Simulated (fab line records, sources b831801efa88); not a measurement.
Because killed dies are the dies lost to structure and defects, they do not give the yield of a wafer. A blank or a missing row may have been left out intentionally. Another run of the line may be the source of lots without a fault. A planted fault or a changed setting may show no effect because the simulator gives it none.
fab line records	flow sky130
record lots=12	wafers=36	lastDay=48
route steps=708 shown VIA4@640 METAL5@675 PASSIVATION@681 PAD_OPEN@708
lots that met no fault: taken from a fault-free run of the same line
startH: the number of hours between the record's first day and the start of the first shown wafer of the lot	waitH: hours elapsed since this lot's preceding step	" the same as in the row above	L1.1+2: one row covering several wafers at once	- no value present, or no start provided	* or withheld: withheld	< > ~ a bound
route shown NAME@n: names a module that has steps shown in the file, with the first one's number in the route	usual: mean/standard deviation of fault-free wafers	same: alike in all rows	chamber/n: place in a boat	sites: per-site readings	_std_site: the standard deviation of these	_edge_site: outer sites' mean less inner sites'	radiusMm: for every site, how far away it sits from the centre of the wafer	mask NAME#n: copy n	behind: the most recent tool/chamber to have shaped the wafer	hold: why the lot went on hold/how many hours it stayed there/how the hold came to an end	device: names the non-switching transistor (n, p or np)	end of line: the route-end tests of the same wafers	for a step that has no rows: nothing shown but its recipe	killed: dies lost to structure and defects at the first sort, not the wafer's yield	map: a wafer's dies, x killed, . not, _ none there
set.NAME: setting as actually run; set.NAME@STEP: the setting as run at that earlier step	model.NAME: the simulator's own value behind a step, which no gauge read
a sample of lots followed through the steps of the route, with each step as a table and each wafer as a row
services: when a tool's chamber went out of use (startH, in hours from the record's first day, below 0 if earlier), for how many hours, and the reason
## steps
# step SKY_VIA4_THK_MEAS_01
# recipe reads=SiO2_of_VIA4_HDPCVD_00
# usual VIA4_HDPCVD_THK=1751/14
lot.wafer	tool	chamber	startH	waitH	VIA4_HDPCVD_THK[nm]
L420.1	filmMetro-02	-	977.41	0.1	1738
L420.2	"	-	"	"	1766
L420.3	"	-	"	"	1732
L421.3	filmMetro-01	-	982.80	0.1	1732
L421.5	"	-	"	"	1746
L421.6	"	-	"	"	1731
L423.2	filmMetro-02	-	1002.81	0.1	1742
L423.4	"	-	"	"	1738
L423.6	"	-	"	"	1730
L424.3	filmMetro-01	-	1029.73	0.1	1773
L424.4	"	-	"	"	1767
L424.6	"	-	"	"	1756
L427.1	filmMetro-02	-	1032.00	0.1	1746
L427.4	"	-	"	"	1755
L427.5	"	-	"	"	1743
L426.1	filmMetro-02	-	1032.74	0.1	1723
L426.3	"	-	"	"	1723
L426.6	"	-	"	"	1732
L428.1	filmMetro-04	-	1035.67	0.1	1740
L428.2	"	-	"	"	1753
L428.4	"	-	"	"	1732
L431.3	filmMetro-02	-	1055.06	0.1	1750
L431.4	"	-	"	"	1764
L431.6	"	-	"	"	1778
L430.1	filmMetro-01	-	1056.85	0.1	1740
L430.2	"	-	"	"	1722
L430.5	"	-	"	"	1730
L433.1	filmMetro-02	-	1064.23	0.1	1753
L433.3	"	-	"	"	1741
L433.6	"	-	"	"	1737
L434.3	filmMetro-02	-	1065.58	0.1	1761
L434.5	"	-	"	"	1755
L434.6	"	-	"	"	1755
L435.3	filmMetro-02	-	1073.86	0.1	1765
L435.5	"	-	"	"	1733
L435.6	"	-	"	"	1755
# step SKY_METAL5_DESCUM_14
# recipe chemistry=O2	sourcePowerW=150	biasPowerW=0	pressureMtorr=10	tempC=40	timeS=11
# usual drypumpMotorCurrentA=5.8/0.33	oesProductAu=1.003/0.0077	tempC=40.00/0.12
lot.wafer	tool	chamber	startH	waitH	drypumpMotorCurrentA	oesProductAu	rfHoursCounterH	tempC
L420.1	rieMetal-03	1	1025.39	0.1	5.6	1.009	12	40.01
L420.2	"	0	"	"	5.6	1.000	20	40.03
L420.3	"	0	"	"	5.6	0.997	-	39.82
L421.3	rieMetal-03	0	1030.80	0.1	5.6	1.003	-	39.98
L421.5	"	1	"	"	5.6	1.006	-	39.98
L421.6	"	0	"	"	5.6	1.007	-	40.10
L423.2	rieMetal-04	0	1049.29	0.1	5.4	0.999	12	39.85
L423.4	"	0	"	"	5.4	1.003	-	39.90
L423.6	"	0	"	"	5.4	1.005	-	39.91
L424.3	rieMetal-03	1	1074.76	0.1	5.6	0.995	-	40.16
L424.4	"	0	"	"	5.6	1.006	-	39.85
L424.6	"	1	"	"	5.6	1.006	-	40.10
L427.1	rieMetal-03	0	1077.44	0.1	5.5	1.010	1	40.13
L427.4	"	1	"	"	5.6	1.011	-	40.20
L427.5	"	0	"	"	5.6	1.017	-	40.00
L426.1	rieMetal-04	1	1077.85	0.1	6.4	1.012	16	40.10
L426.3	"	1	"	"	6.4	1.001	-	40.00
L426.6	"	1	"	"	6.3	0.995	-	40.16
L428.1	rieMetal-03	1	1079.60	0.1	5.6	1.009	17	39.90
L428.2	"	0	"	"	5.6	1.003	1	40.02
L428.4	"	0	"	"	5.6	1.008	-	39.95
L431.3	rieMetal-03	0	1098.65	0.1	5.6	1.007	-	40.12
L431.4	"	1	"	"	5.6	1.013	-	40.09
L431.6	"	1	"	"	5.6	1.010	-	40.03
L430.1	rieMetal-03	0	1100.54	0.1	5.6	1.007	3	40.11
L430.2	"	1	"	"	5.6	1.010	19	40.18
L430.5	"	1	"	"	5.6	1.010	-	40.08
L433.1	rieMetal-03	1	1106.34	0.1	5.6	1.001	19	40.01
L433.3	"	0	"	"	5.6	1.001	-	39.95
L433.6	"	0	"	"	5.6	0.988	-	40.15
L434.3	rieMetal-03	1	1108.00	0.1	5.6	1.008	-	39.93
L434.5	"	0	"	"	5.6	1.007	-	40.16
L434.6	"	1	"	"	5.6	1.009	-	39.94
L435.3	rieMetal-03	0	1115.55	0.1	5.6	1.011	-	40.19
L435.5	"	0	"	"	5.6	0.990	-	39.90
L435.6	"	1	"	"	5.6	1.007	-	40.02
# step SKY_METAL5_METAL_ETCH_15
# recipe targetDepthA=12600	stopOn=SiO2	overEtchFrac=0.2	timeS=252	chemistry=Cl2/BCl3	resistSidewallDeg=86	pressureMtorr=10	icpW=900	biasW=48.5	Cl2_flow_sccm=60	bcl3FlowSccm=30
# usual drypumpMotorCurrentA=5.8/0.33	oesProductAu=0.894/0.0051	throttleValvePct=22.264/0.0092
lot.wafer	tool	chamber	startH	waitH	drypumpMotorCurrentA	oesProductAu	rfHoursCounterH	throttleValvePct
L420.1	rieMetal-03	1	1025.43	0.0	5.6	0.894	12	22.251
L420.2	"	0	"	"	5.5	0.904	20	22.239
L420.3	"	0	"	"	5.6	0.892	-	22.268
L421.3	rieMetal-03	0	1030.90	0.1	5.6	0.898	-	22.259
L421.5	"	1	"	"	5.6	0.893	-	22.258
L421.6	"	0	"	"	5.6	0.887	-	22.249
L423.2	rieMetal-04	0	1049.33	0.0	5.4	0.900	12	22.260
L423.4	"	0	"	"	5.4	0.893	-	22.267
L423.6	"	0	"	"	5.4	0.887	-	22.267
L424.3	rieMetal-03	1	1074.86	0.1	5.6	0.889	-	22.261
L424.4	"	0	"	"	5.6	0.890	-	22.269
L424.6	"	1	"	"	5.6	0.894	-	22.245
L427.1	rieMetal-03	0	1077.47	0.0	5.6	0.897	1	22.251
L427.4	"	1	"	"	5.6	0.896	-	22.259
L427.5	"	0	"	"	5.6	0.889	-	22.259
L426.1	rieMetal-04	1	1077.88	0.0	6.3	0.893	16	22.263
L426.3	"	1	"	"	6.4	0.897	-	22.262
L426.6	"	1	"	"	6.3	0.889	-	22.254
L428.1	rieMetal-03	1	1079.63	0.0	5.6	0.894	17	22.259
L428.2	"	0	"	"	5.6	0.896	1	22.260
L428.4	"	0	"	"	5.6	0.892	-	22.279
L431.3	rieMetal-03	0	1098.75	0.1	5.6	0.892	-	22.266
L431.4	"	1	"	"	5.6	0.896	-	22.266
L431.6	"	1	"	"	5.6	0.889	-	22.272
L430.1	rieMetal-03	0	1100.57	0.0	5.6	0.904	3	22.264
L430.2	"	1	"	"	5.6	0.889	19	22.262
L430.5	"	1	"	"	5.6	0.897	-	22.268
L433.1	rieMetal-03	1	1106.38	0.0	5.6	0.892	19	22.270
L433.3	"	0	"	"	5.6	0.895	-	22.275
L433.6	"	0	"	"	5.6	0.906	-	22.252
L434.3	rieMetal-03	1	1108.10	0.1	5.6	0.899	-	22.275
L434.5	"	0	"	"	5.6	0.902	-	22.284
L434.6	"	1	"	"	5.6	0.893	-	22.260
L435.3	rieMetal-03	0	1115.65	0.1	5.5	0.880	-	22.272
L435.5	"	0	"	"	5.6	0.901	-	22.257
L435.6	"	1	"	"	5.6	0.885	-	22.263
# step SKY_PASSIVATION_CVD_00
# recipe material=SiO2	targetThkNm=90	tempC=400	timeS=withheld	rfW=600
# usual heaterPowerW=675/62
lot.wafer	tool	chamber	startH	waitH	heaterPowerW
L420.1	pecvd-04	0	1026.35	0.0	644
L420.2	"	2	"	"	724
L420.3	"	1	"	"	628
L421.3	pecvd-01	0	1031.92	0.0	680
L421.5	"	0	"	"	690
L421.6	"	2	"	"	762
L423.2	pecvd-02	2	1050.19	0.0	606
L423.4	"	1	"	"	585
L423.6	"	2	"	"	640
L424.3	pecvd-01	0	1075.63	0.0	754
L424.4	"	1	"	"	668
L424.6	"	0	"	"	765
L427.1	pecvd-02	1	1078.34	0.0	665
L427.4	"	0	"	"	578
L427.5	"	2	"	"	510
L426.1	pecvd-01	2	1078.76	0.0	707
L426.3	"	0	"	"	700
L426.6	"	1	"	"	724
L428.1	pecvd-04	0	1080.50	0.0	721
L428.2	"	1	"	"	599
L428.4	"	2	"	"	791
L431.3	pecvd-04	2	1099.54	0.0	758
L431.4	"	2	"	"	774
L431.6	"	0	"	"	709
L430.1	pecvd-01	1	1101.40	0.0	732
L430.2	"	2	"	"	597
L430.5	"	0	"	"	737
L433.1	pecvd-04	1	1107.24	0.0	708
L433.3	"	0	"	"	706
L433.6	"	0	"	"	718
L434.3	pecvd-02	2	1108.85	0.0	615
L434.5	"	1	"	"	676
L434.6	"	2	"	"	602
L435.3	pecvd-04	0	1116.40	0.0	629
L435.5	"	2	"	"	783
L435.6	"	1	"	"	728
# step SKY_PAD_OPEN_PROBE_99
# usual defectLimitedYield=82.2/1.9	killed_at_M0_to_M3=43/6.5	killed_at_M4_up=3.5/1.9	killedAtContacts=24/5.4	killedAtFrontEnd=16/4.8	killedAtOther=0.4/0.64	killedDies=87/9.4	killedOpen=47/7	killedShort=40/6.3	sort_bin_3_pad_short=0.9/0.4	sort_bin_5_function=10.5/1.4	sort_bin_6_memory=6.3/1.1	sortNPass=405/9.4	sortYieldPct=82.2/1.9
# same grossDies=492	killedAtBackSide=0	sort_bin_4_leakage[%]=0	sort_bin_8_speed[%]=0
lot.wafer	tool	chamber	startH	waitH	defectLimitedYield[%]	killed_at_M0_to_M3	killed_at_M4_up	killedAtContacts	killedAtFrontEnd	killedAtOther	killedDies	killedOpen	killedShort	sort_bin_3_pad_short[%]	sort_bin_5_function[%]	sort_bin_6_memory[%]	sortNPass	sortYieldPct[%]
L434.3	prober-02	-	1150.76	0.2	79.1	30	35	18	20	0	103	39	31	2.2	12.4	6.3	389	79.1
L434.5	prober-02	-	1150.86	0.2	79.1	51	6	25	21	0	103	60	43	0.8	11.4	8.7	389	79.1
L434.6	prober-02	-	1150.91	0.2	77.6	47	35	15	13	0	110	46	31	3.5	13.4	5.5	382	77.6
L435.3	prober-01	-	1157.41	0.2	81.5	46	1	29	15	0	91	44	47	0.8	10.0	7.7	401	81.5
L435.5	prober-01	-	1157.51	0.2	82.3	39	7	25	16	0	87	46	41	0.8	10.6	6.3	405	82.3
L435.6	prober-01	-	1157.56	0.2	77.8	41	33	14	19	2	109	31	50	2.8	13.2	6.1	383	77.8
# killed by level:class
L434.3 METAL5:unspecified=33 VIA1:geometricParticle:open=10 FIELD_ISO:geometricParticle:short=7 LI_CONTACT:geometricParticle:open=7 FIELD_ISO:geometricParticle:open=6 CONTACT:geometricParticle:open=6 VIA2:geometricParticle:open=5 SPACER:geometricParticle:short=4
L434.5 VIA1:geometricParticle:open=14 LI_CONTACT:geometricParticle:open=9 VIA2:geometricParticle:open=8 VIA3:geometricParticle:open=8 FIELD_ISO:geometricParticle:open=7 VIA1:geometricParticle:short=7 CONTACT:geometricParticle:open=6 LOCAL_INTERCONNECT:geometricParticle:short=5
L434.6 METAL5:unspecified=33 VIA1:geometricParticle:open=15 VIA1:geometricParticle:short=8 VIA2:geometricParticle:open=7 FIELD_ISO:geometricParticle:open=5 LI_CONTACT:geometricParticle:open=5 VIA3:geometricParticle:open=5 METAL1:geometricParticle:short=4
L435.3 VIA1:geometricParticle:open=14 CONTACT:geometricParticle:short=8 METAL1:geometricParticle:short=6 LOCAL_INTERCONNECT:geometricParticle:short=6 CONTACT:geometricParticle:open=6 VIA3:geometricParticle:open=6 POLY_GATE:geometricParticle:short=5 LI_CONTACT:geometricParticle:open=5
L435.5 VIA1:geometricParticle:open=10 LI_CONTACT:geometricParticle:open=9 CONTACT:geometricParticle:open=8 METAL4:geometricParticle:short=6 LOCAL_INTERCONNECT:geometricParticle:short=5 VIA3:geometricParticle:open=5 FIELD_ISO:geometricParticle:open=4 VIA2:geometricParticle:open=4
L435.6 METAL5:unspecified=28 METAL2:geometricParticle:short=8 FIELD_ISO:geometricParticle:short=6 METAL1:geometricParticle:short=6 VIA1:geometricParticle:open=5 VIA1:geometricParticle:short=5 METAL4:geometricParticle:short=5 VIA3:geometricParticle:open=5
## services
tool	chamber	startH	hours	kind
rieMetal-04	-	1003.65	1.4	pm
pecvd-04	1	1010.24	3.5	repair
pecvd-02	-	1014.03	2.8	pm
pecvd-02	1	1027.07	11.2	repair
rieMetal-03	0	1037.80	-	clean
rieMetal-03	0	1037.80	22.1	scheduledDown
rieMetal-03	0	1037.80	22.1	ventCycle
pecvd-01	-	1053.22	1.1	repair
pecvd-04	0	1058.25	9.4	repair
pecvd-04	1	1058.66	5.5	scheduledDown
pecvd-02	2	1080.50	2.1	scheduledDown
rieMetal-03	-	1081.76	0.7	repair
pecvd-02	0	1109.10	6.7	repair
pecvd-02	0	1115.80	5.5	scheduledDown
## key
firstSign step=SKY_PAD_OPEN_PROBE_99	reading=killed_at_M4_up	direction=up	sigmas=16	usual=3.5	struck=34.3
effect step=SKY_PAD_OPEN_PROBE_99	reading=sort_bin_3_pad_short	direction=up	sigmas=4.9	usual=0.9	struck=2.8
metAt SKY_METAL5_METAL_ETCH_15
struckLots L434,L435
struckWafers L434.3,L434.6,L435.6
notActingAt SKY_VIA4_THK_MEAS_01,SKY_METAL5_DESCUM_14,SKY_PASSIVATION_CVD_00
onsetBetween 1106.38 1108.10
fault kind=chamberParticleSource	tool=rieMetal-03	chamber=1	onsetH=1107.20	steps=SKY_METAL5_METAL_ETCH_15	ratePerVisitCm2=0.63837	endH=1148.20
